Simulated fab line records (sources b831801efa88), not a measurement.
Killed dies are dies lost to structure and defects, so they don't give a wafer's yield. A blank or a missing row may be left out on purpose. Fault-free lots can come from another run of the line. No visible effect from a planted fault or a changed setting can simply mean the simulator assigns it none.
What tool caused it? + flow gf180mcu + Sampling: 24 lots, 72 wafers, 3 of 602 route steps

## WHAT THE GAUGES SHOWED, per wafer
GF_V2_THK_MEAS_25: measures by xrf.
| lot  | measured     | on            | V2_W_THK (nm) |
|------|--------------|---------------|---------------|
| L074 | day 20 12:28 | film-metro-04 | 348 342 348   |
| L075 | day 20 12:43 | film-metro-02 | 349 357 355   |
| L076 | day 21 05:36 | film-metro-03 | 350 345 356   |
| L077 | day 21 09:19 | film-metro-03 | 345 355 345   |
| L078 | day 21 21:58 | film-metro-02 | 340 345 340   |
| L079 | day 22 07:01 | film-metro-04 | 342 354 344   |
| L080 | day 22 21:19 | film-metro-03 | 355 353 352   |
| L081 | day 23 03:49 | film-metro-04 | 339 340 347   |
| L082 | day 23 13:50 | film-metro-02 | 345 352 349   |
| L083 | day 23 20:39 | film-metro-02 | 343 352 353   |
| L084 | day 24 00:58 | film-metro-02 | 352 350 350   |
| L085 | day 24 07:48 | film-metro-04 | 337 348 346   |
| L086 | day 24 23:29 | film-metro-04 | 335 337 346   |
| L087 | day 25 04:23 | film-metro-04 | 348 345 334   |
| L088 | day 25 09:11 | film-metro-02 | 356 349 349   |
| L089 | day 25 18:29 | film-metro-02 | 343 357 355   |
| L090 | day 26 00:01 | film-metro-02 | 348 349 357   |
| L091 | day 26 06:25 | film-metro-02 | 347 345 359   |
| L092 | day 26 11:39 | film-metro-04 | 344 351 336   |
| L093 | day 27 03:18 | film-metro-03 | 347 340 348   |
| L094 | day 27 05:49 | film-metro-03 | 350 352 344   |
| L095 | day 27 12:37 | film-metro-04 | 349 343 338   |
| L096 | day 27 21:32 | film-metro-04 | 352 344 342   |
| L097 | day 28 07:50 | film-metro-04 | 345 349 337   |

## TOOL THAT RAN EACH LOT (tool first, then ch and the chambers of the sampled wafers, then the start)
| lot  | GF_V2_ETCH_17                                 | GF_V2_STRIP_18                       |
|------|-----------------------------------------------|--------------------------------------|
| L074 | rie-diel-03 ch 1,2, day 20 11:36 or earlier   | plasma-asher-04 ch 0,1, day 20 11:36 |
| L075 | rie-diel-04 ch 0,2,3, day 20 11:50 or earlier | plasma-asher-02 ch 0,1, day 20 11:50 |
| L076 | rie-diel-01 ch 0,2,3, day 21 04:42 or earlier | plasma-asher-03 ch 0,1, day 21 04:42 |
| L077 | rie-diel-04 ch 0,2,3, day 21 08:27 or earlier | plasma-asher-02 ch 0,1, day 21 08:27 |
| L078 | rie-diel-04 ch 0,1,3, day 21 21:03 or earlier | plasma-asher-03 ch 0,1, day 21 21:03 |
| L079 | rie-diel-04 ch 0,1,2, day 22 06:05 or earlier | plasma-asher-02 ch 0,1, day 22 06:05 |
| L080 | rie-diel-04 ch 0,3, day 22 20:26 or earlier   | plasma-asher-02 ch 0,1, day 22 20:26 |
| L081 | rie-diel-04 ch 0,2,3, day 23 02:56 or earlier | plasma-asher-03 ch 0,1, day 23 02:56 |
| L082 | rie-diel-03 ch 0,2,3, day 23 12:56 or earlier | plasma-asher-04 ch 0,1, day 23 12:56 |
| L083 | rie-diel-03 ch 0,2,3, day 23 19:47 or earlier | plasma-asher-02 ch 0,1, day 23 19:47 |
| L084 | rie-diel-01 ch 0,1, day 24 00:05 or earlier   | plasma-asher-02 ch 0,1, day 24 00:05 |
| L085 | rie-diel-01 ch 1,2,3, day 24 06:52 or earlier | plasma-asher-04 ch 1, day 24 06:52   |
| L086 | rie-diel-04 ch 0,2,3, day 24 22:15 or earlier | plasma-asher-03 ch 0,1, day 24 22:15 |
| L087 | rie-diel-01 ch 0,1,3, day 25 03:24 or earlier | plasma-asher-04 ch 0,1, day 25 03:24 |
| L088 | rie-diel-01 ch 1,2,3, day 25 08:19 or earlier | plasma-asher-04 ch 0,1, day 25 08:19 |
| L089 | rie-diel-01 ch 2,3, day 25 17:29 or earlier   | plasma-asher-04 ch 0,1, day 25 17:29 |
| L090 | rie-diel-03 ch 0,1,2, day 25 23:09 or earlier | plasma-asher-03 ch 0,1, day 25 23:09 |
| L091 | rie-diel-03 ch 0,1,2, day 26 05:33 or earlier | plasma-asher-04 ch 0,1, day 26 05:33 |
| L092 | rie-diel-03 ch 0,1,2, day 26 10:47 or earlier | plasma-asher-02 ch 0,1, day 26 10:47 |
| L093 | rie-diel-03 ch 1,3, day 27 02:26 or earlier   | plasma-asher-03 ch 0,1, day 27 02:26 |
| L094 | rie-diel-04 ch 0,1,2, day 27 04:58 or earlier | plasma-asher-04 ch 0,1, day 27 04:58 |
| L095 | rie-diel-04 ch 2,3, day 27 11:44 or earlier   | plasma-asher-03 ch 0,1, day 27 11:44 |
| L096 | rie-diel-01 ch 0,1,3, day 27 20:38 or earlier | plasma-asher-04 ch 0,1, day 27 20:38 |
| L097 | rie-diel-03 ch 0,2,3, day 28 06:58 or earlier | plasma-asher-02 ch 0,1, day 28 06:58 |
- GF_V2_ETCH_17: etches SiO2 in C4F8/O2/Ar, stops on TiN, target depth 630 nm.
- GF_V2_STRIP_18: strips in O2/N2.

## WHAT THE TOOLS THEMSELVES READ (means of the sampled wafers that have a number; where no wafer has one, the mark that the record gives instead)
GF_V2_ETCH_17.
| lot  | tool        | chamber-pressure-mTorr (mTorr) | oes-product-au (a.u.) |
|------|-------------|--------------------------------|-----------------------|
| L074 | rie-diel-03 | 39.97                          | 0.857                 |
| L075 | rie-diel-04 | 40.00                          | 0.854                 |
| L076 | rie-diel-01 | 39.99                          | 0.856                 |
| L077 | rie-diel-04 | 39.92                          | 0.854                 |
| L078 | rie-diel-04 | 40.06                          | 0.855                 |
| L079 | rie-diel-04 | 39.96                          | 0.856                 |
| L080 | rie-diel-04 | 40.02                          | 0.862                 |
| L081 | rie-diel-04 | 40.00                          | 0.856                 |
| L082 | rie-diel-03 | 40.00                          | 0.857                 |
| L083 | rie-diel-03 | 39.98                          | 0.855                 |
| L084 | rie-diel-01 | 40.01                          | 0.859                 |
| L085 | rie-diel-01 | 40.02                          | 0.859                 |
| L086 | rie-diel-04 | 39.98                          | 0.858                 |
| L087 | rie-diel-01 | 40.01                          | 0.856                 |
| L088 | rie-diel-01 | 39.97                          | 0.858                 |
| L089 | rie-diel-01 | 40.00                          | 0.859                 |
| L090 | rie-diel-03 | 39.97                          | 0.853                 |
| L091 | rie-diel-03 | 39.98                          | 0.856                 |
| L092 | rie-diel-03 | 39.98                          | 0.851                 |
| L093 | rie-diel-03 | 40.03                          | 0.855                 |
| L094 | rie-diel-04 | 40.02                          | 0.860                 |
| L095 | rie-diel-04 | 39.95                          | 0.853                 |
| L096 | rie-diel-01 | 39.98                          | 0.857                 |
| L097 | rie-diel-03 | 39.97                          | 0.855                 |

GF_V2_STRIP_18.
| lot  | tool            | chamber-pressure-mTorr (mTorr) | drypump-motor-current-A (A) | heater-power-w (W) | oes-product-au (a.u.) |
|------|-----------------|--------------------------------|-----------------------------|--------------------|-----------------------|
| L074 | plasma-asher-04 | 1499.6                         | 6.4                         | 392                | 0.600                 |
| L075 | plasma-asher-02 | 1500.0                         | 5.3                         | 358                | 0.602                 |
| L076 | plasma-asher-03 | 1499.5                         | 5.1                         | 308                | 0.599                 |
| L077 | plasma-asher-02 | 1499.9                         | 5.5                         | 333                | 0.592                 |
| L078 | plasma-asher-03 | 1499.3                         | 5.4                         | 316                | 0.594                 |
| L079 | plasma-asher-02 | 1500.7                         | 5.5                         | 329                | 0.597                 |
| L080 | plasma-asher-02 | 1499.1                         | 5.3                         | 351                | 0.598                 |
| L081 | plasma-asher-03 | 1500.5                         | 5.4                         | 317                | 0.594                 |
| L082 | plasma-asher-04 | 1501.7                         | 6.3                         | 389                | 0.598                 |
| L083 | plasma-asher-02 | 1499.0                         | 5.5                         | 335                | 0.598                 |
| L084 | plasma-asher-02 | 1501.2                         | 5.5                         | 333                | 0.604                 |
| L085 | plasma-asher-04 | 1500.5                         | 6.6                         | 396                | 0.603                 |
| L086 | plasma-asher-03 | 1500.4                         | 5.4                         | 313                | 0.601                 |
| L087 | plasma-asher-04 | 1499.0                         | 6.4                         | 394                | 0.603                 |
| L088 | plasma-asher-04 | 1499.1                         | 6.4                         | 394                | 0.600                 |
| L089 | plasma-asher-04 | 1500.1                         | 6.4                         | 395                | 0.597                 |
| L090 | plasma-asher-03 | 1499.6                         | 5.1                         | 301                | 0.598                 |
| L091 | plasma-asher-04 | 1500.8                         | 6.4                         | 392                | 0.600                 |
| L092 | plasma-asher-02 | 1501.1                         | 5.3                         | 358                | 0.603                 |
| L093 | plasma-asher-03 | 1499.2                         | 5.1                         | 305                | 0.604                 |
| L094 | plasma-asher-04 | 1500.1                         | 6.3                         | 400                | 0.595                 |
| L095 | plasma-asher-03 | 1500.5                         | 5.4                         | 310                | 0.593                 |
| L096 | plasma-asher-04 | 1499.8                         | 6.4                         | 388                | 0.600                 |
| L097 | plasma-asher-02 | 1499.0                         | 5.3                         | 355                | 0.595                 |

## THE ANSWER, worked out from the rows above alone
Rule: what is usual is taken from the lots themselves. The widest of any qualifying gaps counts: lots, ordered by their means at a reading, are off when they make up no more than a third of the lots, leave a main group of 4 or more, and stand apart from it by 3 or more times the standard deviation of that group's means. A main group whose means are all the same, to the digits that the tables above print for the reading, isn't used. A lot without any number at a reading at which 4 lots or more have one is off too. The other lots that the step has rows for count as sound. The gauges are gone through in route order, then the tools' own readings, and for those a lot's mean is taken as printed above. The first step at which some lot is off is used, and at that step the reading that is off furthest; a lot without a number counts as furthest.
Nothing can be told from this: no lot is off at any reading shown.

## WHAT HAD BEEN PUT IN BY THE SIMULATOR
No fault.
